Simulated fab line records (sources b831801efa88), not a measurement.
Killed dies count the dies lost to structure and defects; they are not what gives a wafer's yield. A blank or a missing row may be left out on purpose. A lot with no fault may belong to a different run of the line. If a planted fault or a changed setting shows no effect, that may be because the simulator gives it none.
fab line records	flow sky130
record: lots: 5	wafers: 15	last_day: 49
route steps=708 shown LOCAL_INTERCONNECT@402 CONTACT@406 PAD_OPEN@708
lots that met no fault: from a run of the same line without faults
start_h: hours from the record's first day to the start of the lot's first wafer shown	wait_h: hours elapsed since this lot's preceding step	" the same as in the row above	L1.1+2: a row that stands for several wafers	- either no value or no given start	* or withheld: withheld	< > ~ a bound
route shown NAME@n: a module of which the file shows steps, and the number in the route of the first	usual: mean/standard deviation of fault-free wafers	same: alike in all rows	chamber/n: place in a boat	sites: per-site readings	_std_site: how widely they spread, as a standard deviation	_edge_site: inner sites' mean taken away from outer sites' mean	radius_mm: how far each site lies from the wafer's centre	mask NAME#n: copy n	behind: the last tool/chamber to shape the wafer	hold: why the lot went on hold/how many hours it stayed there/how the hold came to an end	device: names the non-switching transistor (n, p or np)	end of line: tests run on the same wafers once the route is complete	a step without rows: its recipe alone	killed: not the wafer's yield, but the dies lost to structure and defects at the first sort	map: a wafer's dies, marking killed ones x, the rest . and places with no die _
set.NAME: the setting as run; set.NAME@STEP: as run at that earlier step	model.NAME: the simulator's own value behind a step, which no gauge read
certain route steps with their lots: each step a table, each wafer a row
services: when a tool's chamber went out of use (start_h, in hours from the record's first day, below 0 if earlier), for how many hours, and the reason
== steps ==
step: SKY_LOCAL_INTERCONNECT_STRIP_15
recipe: chemistry: O2/N2	power_w: 1400	pressure_mtorr: 1500	platen_temp_c: withheld	o2_flow_sccm: 3000	n2_flow_sccm: 300	overash_fraction: 0.5
usual: drypump_motor_current_A: 6.0/0.57	o2_flow_sccm: 3000/9.8	oes_product_au: 0.427/0.0046	strip_time_to_endpoint_s: 4.727/0.02
lot.wafer	tool	chamber	start_h	wait_h	drypump_motor_current_A	o2_flow_sccm	oes_product_au	rf_hours_counter_h	strip_time_to_endpoint_s
L810.2	plasma_asher-02	0	744.85	0.0	5.2	3013	0.427	31	4.724
L810.5	"	0	"	"	5.2	2996	0.424	-	4.726
L810.6	"	1	"	"	6.5	3007	0.421	-	4.739
L819.2	plasma_asher-01	1	818.71	0.1	6.5	2980	0.428	7	4.735
L819.3	"	0	"	"	5.8	2999	0.422	-	4.758
L819.6	"	0	"	"	5.8	2992	0.423	-	4.746
L820.2	plasma_asher-02	0	823.91	0.0	5.2	3007	0.426	38	4.734
L820.3	"	1	"	"	6.5	2997	0.435	-	4.753
L820.6	"	0	"	"	5.2	3012	0.421	-	4.719
L821.1	plasma_asher-01	0	833.67	0.0	5.8	3008	0.430	9	4.708
L821.5	"	1	"	"	6.5	3016	0.424	-	4.710
L821.6	"	0	"	"	5.8	3012	0.427	-	4.741
L822.1	plasma_asher-01	1	848.19	0.0	6.5	3005	0.425	11	4.710
L822.2	"	0	"	"	5.8	3001	0.430	11	4.743
L822.3	"	1	"	"	6.5	3010	0.426	-	4.715
step: SKY_LOCAL_INTERCONNECT_STRIP_16
recipe: chemistry: post_etch_residue_remover	time_s: 1200	temp_c: 72.5
step: SKY_LOCAL_INTERCONNECT_CLEAN_17
recipe: chemistry: IPA	time_s: 180	temp_c: 25
step: SKY_LOCAL_INTERCONNECT_CLEAN_18
recipe: chemistry: O3/DIW	dry: n2_spin
step: SKY_CONTACT_CVD_00
recipe: material: Si3N4	target_thk_nm: 75	temp_c: 400	time_s: withheld	rf_w: 450
usual: heater_power_w: 684/79	susceptor_temp_C: 400.06/0.22
lot.wafer	tool	chamber	start_h	wait_h	heater_power_w	susceptor_temp_C
L810.2	pecvd-04	0	745.45	0.0	709	399.96
L810.5	"	0	"	"	724	400.18
L810.6	"	2	"	"	809	400.22
L819.2	pecvd-04	2	819.31	0.0	869	399.87
L819.3	"	1	"	"	583	400.15
L819.6	"	0	"	"	610	399.85
L820.2	pecvd-03	2	824.50	0.0	673	400.03
L820.3	"	2	"	"	668	400.23
L820.6	"	2	"	"	660	400.19
L821.1	pecvd-02	1	834.27	0.0	830	399.96
L821.5	"	0	"	"	728	399.92
L821.6	"	2	"	"	718	399.93
L822.1	pecvd-02	1	848.82	0.0	699	400.26
L822.2	"	0	"	"	673	400.35
L822.3	"	2	"	"	667	399.76
step: SKY_CONTACT_THK_MEAS_01
recipe: reads: Si3N4_of_CONTACT_CVD_00
usual: CONTACT_CVD_00_THK: 74.6/1.3
lot.wafer	tool	chamber	start_h	wait_h	CONTACT_CVD_00_THK[nm]
L810.2	film_metro-04	-	745.49	-	74.3
L810.5	"	-	"	"	75.3
L810.6	"	-	"	"	75.7
L819.2	film_metro-03	-	819.35	-	74.0
L819.3	"	-	"	"	72.4
L819.6	"	-	"	"	75.8
L820.2	film_metro-01	-	824.56	-	75.9
L820.3	"	-	"	"	76.4
L820.6	"	-	"	"	76.7
L821.1	film_metro-01	-	834.30	-	75.4
L821.5	"	-	"	"	75.5
L821.6	"	-	"	"	76.9
L822.1	film_metro-01	-	848.86	-	74.5
L822.2	"	-	"	"	73.7
L822.3	"	-	"	"	74.5
step: SKY_CONTACT_HDPCVD_02
recipe: material: SiO2	target_thk_nm: 565	sigma_open_frac: 0.3	time_s: 94.2	temp_c: 600	sih4_flow_sccm: 60	pressure_mtorr: 6
step: SKY_CONTACT_THK_MEAS_03
recipe: reads: SiO2_of_CONTACT_HDPCVD_02
usual: CONTACT_HDPCVD_THK: 565/6.7
lot.wafer	tool	chamber	start_h	wait_h	CONTACT_HDPCVD_THK[nm]
L810.2	film_metro-03	-	745.62	0.0	566
L810.5	"	-	"	"	564
L810.6	"	-	"	"	568
L819.2	film_metro-01	-	819.48	0.0	565
L819.3	"	-	"	"	570
L819.6	"	-	"	"	568
L820.2	film_metro-01	-	824.69	0.0	565
L820.3	"	-	"	"	566
L820.6	"	-	"	"	558
L821.1	film_metro-01	-	834.43	0.0	568
L821.5	"	-	"	"	564
L821.6	"	-	"	"	567
L822.1	film_metro-03	-	849.02	0.1	572
L822.2	"	-	"	"	574
L822.3	"	-	"	"	571
step: SKY_CONTACT_CMP_04
recipe: material: SiO2	down_force_psi: 4	platen_rpm: 60	pad_velocity_m_s: 0.94248
usual: edge_zone_pressure_frac: 1.001/0.0048	head_pressure_psi: 4.001/0.0087	motor_current_A: 12.3/0.85	time_to_endpoint_s: 81/4.1
lot.wafer	tool	chamber	start_h	wait_h	edge_zone_pressure_frac	head_pressure_psi	motor_current_A	time_to_endpoint_s
L810.2	cmp-01	2	747.55	1.9	0.994	4.002	12.0	81
L810.5	"	2	"	"	0.999	4.015	12.4	82
L810.6	"	3	"	"	0.999	4.000	12.4	87
L819.2	cmp-01	1	819.53	0.0	1.000	3.998	12.2	79
L819.3	"	2	"	"	1.000	3.998	12.4	83
L819.6	"	2	"	"	0.992	4.007	12.2	81
L820.2	cmp-01	3	824.79	0.1	0.997	4.002	12.6	86
L820.3	"	0	"	"	1.004	3.995	12.3	83
L820.6	"	2	"	"	1.000	4.009	11.9	78
L821.1	cmp-01	1	834.49	0.1	0.998	4.017	12.7	82
L821.6	"	1	"	"	0.998	4.007	12.1	84
L821.5	"	2	"	"	0.999	4.010	11.8	80
L822.3	cmp-01	3	849.08	0.0	0.999	4.009	11.9	82
L822.1	"	0	"	"	1.004	4.003	12.7	82
L822.2	"	2	"	"	1.004	4.009	12.2	79
step: SKY_CONTACT_BOW_MEAS_05
recipe: mode: bow
usual: CONTACT_BOW: 82/6.9
lot.wafer	tool	chamber	start_h	wait_h	CONTACT_BOW[um]
L810.2	film_metro-03	-	747.87	0.3	78
L810.5	"	-	"	"	88
L810.6	"	-	"	"	79
L819.2	film_metro-04	-	819.85	0.3	76
L819.3	"	-	"	"	71
L819.6	"	-	"	"	72
L820.2	film_metro-04	-	825.06	0.2	82
L820.3	"	-	"	"	88
L820.6	"	-	"	"	93
L821.1	film_metro-03	-	834.79	0.2	79
L821.5	"	-	"	"	80
L821.6	"	-	"	"	92
L822.1	film_metro-03	-	849.38	0.2	81
L822.2	"	-	"	"	78
L822.3	"	-	"	"	75
step: SKY_CONTACT_DEHYDRATE_06
recipe: temp_c: 200	time_s: 60
step: SKY_CONTACT_HMDS_07
recipe: prime_time_s: 60	prime_temp_c: 120
step: SKY_CONTACT_COAT_08
recipe: resist: BARC	temp_c: withheld	time_s: withheld	spin_rpm: 3000	resist_thk_nm: 60
lot.wafer	tool	chamber	start_h	wait_h
L810.2+5+6	litho_track-01	0	761.15	0.1
L819.2+3+6	litho_track-02	0	832.51	0.1
L820.2+3+6	litho_track-01	0	838.15	0.1
L821.1+5+6	litho_track-02	0	848.18	0.1
L822.1+2+3	litho_track-03	0	862.05	0.1
step: SKY_CONTACT_COAT_09
recipe: resist: KrF-thick	spin_rpm: 3000	resist_thk_nm: 450
step: SKY_CONTACT_SOFTBAKE_10
recipe: temp_c: 100	time_s: 90	resist: KrF-thick
step: SKY_CONTACT_EXPOSE_11
recipe: mask_id: CTM1	na: 0.8	source_shape: annular	sigma_inner: 0.55	sigma_outer: 0.85	target_cd_nm: 170	dose_mj: 38
step: SKY_CONTACT_PEB_12
recipe: peb_temp_c: withheld	peb_time_s: withheld	resist: KrF-thick
step: SKY_CONTACT_DEVELOP_13
recipe: develop_time_s: 60	resist: KrF-thick	dev_temp_c: 21
step: SKY_CONTACT_CD_MEAS_14
recipe: target_cd_nm: 170
usual: cd_nm: 169.5/1.5
lot.wafer	tool	chamber	start_h	wait_h	cd_nm
L810.2	cd_sem-01	-	774.74	-	169.5
L810.5	"	-	"	"	168.7
L810.6	"	-	"	"	170.4
L819.2	cd_sem-01	-	845.75	-	168.0
L819.3	"	-	"	"	168.4
L819.6	"	-	"	"	167.8
L820.2	cd_sem-01	-	852.29	-	168.7
L820.3	"	-	"	"	168.9
L820.6	"	-	"	"	170.0
L821.1	cd_sem-01	-	861.57	-	168.0
L821.5	"	-	"	"	167.6
L821.6	"	-	"	"	167.7
L822.1	cd_sem-01	-	875.23	-	169.1
L822.2	"	-	"	"	169.9
L822.3	"	-	"	"	169.4
step: SKY_CONTACT_OVL_MEAS_15
usual: CONTACT_OVL: -1/5.2
lot.wafer	tool	chamber	start_h	wait_h	CONTACT_OVL[nm]
L810.2	overlay-01	-	774.85	0.1	-8
L810.5	"	-	"	"	-2
L810.6	"	-	"	"	-1
L819.2	overlay-02	-	845.86	0.1	-1
L819.3	"	-	"	"	-2
L819.6	"	-	"	"	1
L820.2	overlay-02	-	852.40	0.1	-3
L820.3	"	-	"	"	-2
L820.6	"	-	"	"	-1
L821.1	overlay-02	-	861.69	0.1	3
L821.5	"	-	"	"	2
L821.6	"	-	"	"	9
L822.1	overlay-02	-	875.35	0.1	-1
L822.2	"	-	"	"	6
L822.3	"	-	"	"	0
step: SKY_CONTACT_ETCH_16
recipe: chemistry: N2/H2	target: BARC	ion_energy_ev: 200	source_w: 500	bias_w: 100	pressure_mtorr: 30	n2_flow_sccm: 100	h2_flow_sccm: 200	stop_on: SiO2	time_s: 45.9	target_depth_a: 600
usual: drypump_motor_current_A: 5.7/0.34	oes_product_au: 0.855/0.0049	throttle_valve_pct: 13.225/0.0089
lot.wafer	tool	chamber	start_h	wait_h	drypump_motor_current_A	oes_product_au	rf_hours_counter_h	throttle_valve_pct	model.etch.depth_nm
L810.2	rie_diel-03	3	774.88	0.0	5.8	0.847	6	13.209	59.9
L810.5	"	0	"	"	5.7	0.868	-	13.240	59.99
L810.6	"	3	"	"	5.7	0.872	-	13.216	62.09
L819.2	rie_diel-04	0	845.89	0.0	5.8	0.853	9	13.218	59.86
L819.3	"	2	"	"	6.0	0.853	18	13.230	59.7
L819.6	"	1	"	"	5.7	0.858	-	13.228	59.9
L820.2	rie_diel-03	3	852.43	0.0	5.8	0.848	8	13.223	60.14
L820.3	"	1	"	"	6.3	0.859	13	13.220	60.03
L820.6	"	2	"	"	5.8	0.863	-	13.226	60.06
L821.1	rie_diel-04	0	861.73	0.0	5.7	0.854	10	13.219	59.91
L821.5	"	0	"	"	5.7	0.846	-	13.234	60.05
L821.6	"	3	"	"	5.5	0.855	-	13.232	59.9
L822.1	rie_diel-02	3	875.39	0.0	5.0	0.856	19	13.217	59.84
L822.2	"	1	"	"	6.3	0.858	21	13.228	60.01
L822.3	"	2	"	"	5.7	0.850	16	13.231	59.99
step: SKY_CONTACT_ETCH_17
recipe: target: SiO2	chemistry: C4F8/O2/Ar	stop_on: Si3N4	mask_material: KrF-thick	source_w: 1500	bias_w: 1200	pressure_mtorr: 40	c4f8_flow_sccm: withheld	O2_flow_sccm: 6	Ar_flow_sccm: 300	time_s: withheld	target_depth_a: 3400
usual: oes_product_au: 0.892/0.0046
lot.wafer	tool	chamber	start_h	wait_h	oes_product_au
L810.2	rie_diel-03	3	774.92	0.0	0.893
L810.5	"	0	"	"	0.883
L810.6	"	3	"	"	0.896
L819.2	rie_diel-04	0	845.93	0.0	0.889
L819.3	"	2	"	"	0.890
L819.6	"	1	"	"	0.889
L820.2	rie_diel-03	3	852.47	0.0	0.886
L820.3	"	1	"	"	0.889
L820.6	"	2	"	"	0.888
L821.1	rie_diel-04	0	861.77	0.0	0.893
L821.5	"	0	"	"	0.894
L821.6	"	3	"	"	0.888
L822.1	rie_diel-02	3	875.43	0.0	0.898
L822.2	"	1	"	"	0.888
L822.3	"	2	"	"	0.891
step: SKY_PAD_OPEN_PROBE_99
usual: killed_at_M0_to_M3: 43/6.8	killed_at_M4_up: 3.2/1.9	killed_at_contacts: 24/5	killed_at_front_end: 16/4.9	killed_at_other: 0.4/0.76	killed_dies: 87/10	killed_open: 47/7.3	killed_short: 39/6.2
same: gross_dies: 492	killed_at_back_side: 0
lot.wafer	tool	chamber	start_h	wait_h	killed_at_M0_to_M3	killed_at_M4_up	killed_at_contacts	killed_at_front_end	killed_at_other	killed_dies	killed_open	killed_short
L810.2	prober-02	-	1103.74	0.1	47	0	27	14	1	89	48	41
L810.5	prober-02	-	1103.89	0.2	44	4	20	18	2	88	53	34
L810.6	prober-02	-	1103.94	0.2	43	2	21	26	0	92	52	40
L819.2	prober-01	-	1157.97	0.1	30	2	24	11	0	67	39	28
L819.3	prober-01	-	1158.02	0.2	36	2	23	12	1	74	39	35
L819.6	prober-01	-	1158.17	0.2	46	1	22	16	0	85	44	41
L820.2	prober-02	-	1161.75	0.1	34	5	24	12	1	76	41	34
L820.3	prober-02	-	1161.80	0.2	39	3	22	11	1	76	36	38
L820.6	prober-02	-	1161.95	0.2	52	2	22	11	1	88	50	38
L821.1	prober-01	-	1165.21	0.1	35	2	17	19	0	73	41	31
L821.5	prober-01	-	1165.41	0.2	38	3	33	20	0	94	51	43
L821.6	prober-01	-	1165.46	0.2	42	5	22	15	0	84	43	41
L822.1	prober-02	-	1176.20	0.1	52	1	19	19	0	91	46	45
L822.2	prober-02	-	1176.25	0.1	56	3	27	15	1	102	66	35
L822.3	prober-02	-	1176.30	0.2	53	3	21	20	0	97	49	48
killed by level:class
L810.2 VIA1:geometric_particle:open=18 VIA1:geometric_particle:short=9 CONTACT:geometric_particle:open=9 VIA2:geometric_particle:open=5 LI_CONTACT:geometric_particle:open=5 LOCAL_INTERCONNECT:geometric_particle:short=5 CONTACT:geometric_particle:short=5 FIELD_ISO:geometric_particle:short=4
L810.5 VIA1:geometric_particle:open=11 VIA2:geometric_particle:open=8 POLY_GATE:geometric_particle:open=7 LI_CONTACT:geometric_particle:open=6 FIELD_ISO:geometric_particle:short=5 VIA3:geometric_particle:open=5 METAL2:geometric_particle:short=5 CONTACT:geometric_particle:short=5
L810.6 VIA1:geometric_particle:open=13 CONTACT:geometric_particle:open=8 FIELD_ISO:geometric_particle:short=6 POLY_GATE:geometric_particle:open=6 VIA1:geometric_particle:short=5 LI_CONTACT:geometric_particle:open=4 LOCAL_INTERCONNECT:geometric_particle:short=4 CONTACT:geometric_particle:short=4
L819.2 VIA1:geometric_particle:open=10 CONTACT:geometric_particle:open=9 LI_CONTACT:geometric_particle:open=8 VIA3:geometric_particle:open=5 FIELD_ISO:geometric_particle:short=4 POLY_GATE:geometric_particle:short=4 METAL1:geometric_particle:short=4 CONTACT:geometric_particle:short=3
L819.3 VIA1:geometric_particle:open=12 CONTACT:geometric_particle:open=7 VIA1:geometric_particle:short=6 LI_CONTACT:geometric_particle:open=5 POLY_GATE:geometric_particle:short=4 CONTACT:geometric_particle:short=4 METAL3:geometric_particle:short=4 POLY_GATE:geometric_particle:open=3
L819.6 VIA1:geometric_particle:open=14 CONTACT:geometric_particle:open=8 METAL2:geometric_particle:short=8 VIA3:geometric_particle:open=6 CONTACT:geometric_particle:short=5 SPACER:geometric_particle:short=4 LI_CONTACT:geometric_particle:short=4 LI_CONTACT:geometric_particle:open=4
L820.2 LI_CONTACT:geometric_particle:open=7 VIA1:geometric_particle:open=7 METAL2:geometric_particle:short=6 CONTACT:geometric_particle:short=6 VIA3:geometric_particle:open=6 FIELD_ISO:geometric_particle:open=5 LOCAL_INTERCONNECT:geometric_particle:short=4 CONTACT:geometric_particle:open=4
L820.3 CONTACT:geometric_particle:open=8 VIA1:geometric_particle:open=8 VIA1:geometric_particle:short=8 CONTACT:geometric_particle:short=5 METAL1:geometric_particle:short=5 METAL2:geometric_particle:short=5 LI_CONTACT:geometric_particle:open=4 FIELD_ISO:geometric_particle:open=3
L820.6 CONTACT:geometric_particle:open=9 VIA1:geometric_particle:open=9 VIA3:geometric_particle:open=8 LI_CONTACT:geometric_particle:open=6 METAL1:geometric_particle:short=6 VIA2:geometric_particle:open=6 CONTACT:geometric_particle:short=5 FIELD_ISO:geometric_particle:short=4
L821.1 VIA2:geometric_particle:open=8 FIELD_ISO:geometric_particle:open=7 POLY_GATE:geometric_particle:short=6 LI_CONTACT:geometric_particle:open=5 VIA1:geometric_particle:open=5 LOCAL_INTERCONNECT:geometric_particle:short=4 CONTACT:geometric_particle:open=4 VIA3:geometric_particle:open=4
L821.5 CONTACT:geometric_particle:open=12 VIA1:geometric_particle:open=8 LI_CONTACT:geometric_particle:open=7 CONTACT:geometric_particle:short=7 VIA2:geometric_particle:open=6 VIA1:geometric_particle:short=6 POLY_GATE:geometric_particle:short=5 LOCAL_INTERCONNECT:geometric_particle:short=5
L821.6 VIA1:geometric_particle:open=10 LOCAL_INTERCONNECT:geometric_particle:short=7 CONTACT:geometric_particle:open=6 METAL2:geometric_particle:short=6 LI_CONTACT:geometric_particle:open=5 VIA3:geometric_particle:open=5 METAL1:geometric_particle:short=5 FIELD_ISO:geometric_particle:open=4
L822.1 VIA2:geometric_particle:open=8 METAL1:geometric_particle:short=8 VIA1:geometric_particle:open=8 VIA3:geometric_particle:open=7 CONTACT:geometric_particle:open=7 POLY_GATE:geometric_particle:open=6 VIA3:geometric_particle:short=6 VIA1:geometric_particle:short=5
L822.2 VIA1:geometric_particle:open=16 CONTACT:geometric_particle:open=11 VIA2:geometric_particle:open=10 LI_CONTACT:geometric_particle:open=9 VIA3:geometric_particle:open=9 FIELD_ISO:geometric_particle:short=6 METAL1:geometric_particle:short=6 VIA2:geometric_particle:short=5
L822.3 VIA1:geometric_particle:open=12 VIA2:geometric_particle:open=8 POLY_GATE:geometric_particle:open=6 LOCAL_INTERCONNECT:geometric_particle:short=6 METAL2:geometric_particle:short=6 VIA3:geometric_particle:open=6 FIELD_ISO:geometric_particle:short=5 LI_CONTACT:geometric_particle:open=5
== services ==
tool	chamber	start_h	hours	kind
plasma_asher-01	-	733.75	9.0	pm
plasma_asher-01	0	733.75	9.0	vent_cycle
plasma_asher-01	1	733.75	9.0	vent_cycle
pecvd-02	2	733.75	2.1	scheduled_down
plasma_asher-01	0	742.75	-	clean
plasma_asher-01	1	742.75	-	clean
cmp-01	-	745.24	2.0	repair
rie_diel-02	3	768.92	11.6	repair
rie_diel-04	3	785.62	1.3	repair
rie_diel-02	1	800.10	1.3	repair
pecvd-03	1	818.12	-	clean
pecvd-03	1	818.12	-	consumable_replace:showerhead
pecvd-03	1	818.12	29.0	scheduled_down
rie_diel-02	3	823.65	17.4	repair
rie_diel-03	0	828.18	4.8	repair
pecvd-04	-	833.98	1.4	repair
pecvd-04	-	851.24	0.5	repair
rie_diel-04	2	851.65	6.2	repair
pecvd-02	1	855.05	5.5	scheduled_down
rie_diel-04	-	864.37	2.8	pm
rie_diel-02	0	867.28	-	clean
rie_diel-02	0	867.28	23.4	scheduled_down
rie_diel-02	0	867.28	23.4	vent_cycle
pecvd-04	0	872.73	2.1	scheduled_down
== key ==
first_sign: step: SKY_CONTACT_ETCH_16	reading: oes_product_au	direction: up	sigmas: 3.5	usual: 0.855	struck: 0.872
effect none on later readings
model_effect: step: SKY_CONTACT_ETCH_16	value: etch.depth_nm	without: 59.94	struck: 62.09
met_at SKY_CONTACT_COAT_08
struck_wafers L810.6
tester_left_out L810
fault: kind: process_parameter_drift	tool: litho_track-01	chamber: -	onset_h: 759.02	steps: SKY_CONTACT_COAT_08	channel: resist_thk_nm	offset: 2.1525	shape: step	end_h: 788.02	scope: struck_wafers_only	acts_in: these_recipes_only	stated: 60
tester_left_out: of these lots the tester's yield and bins aren't shown, on N5 and GAA mostly nor the transistor test; their killed dies are dies lost to structure and defects alone, not to doping, threshold or leakage, so they don't give the yield
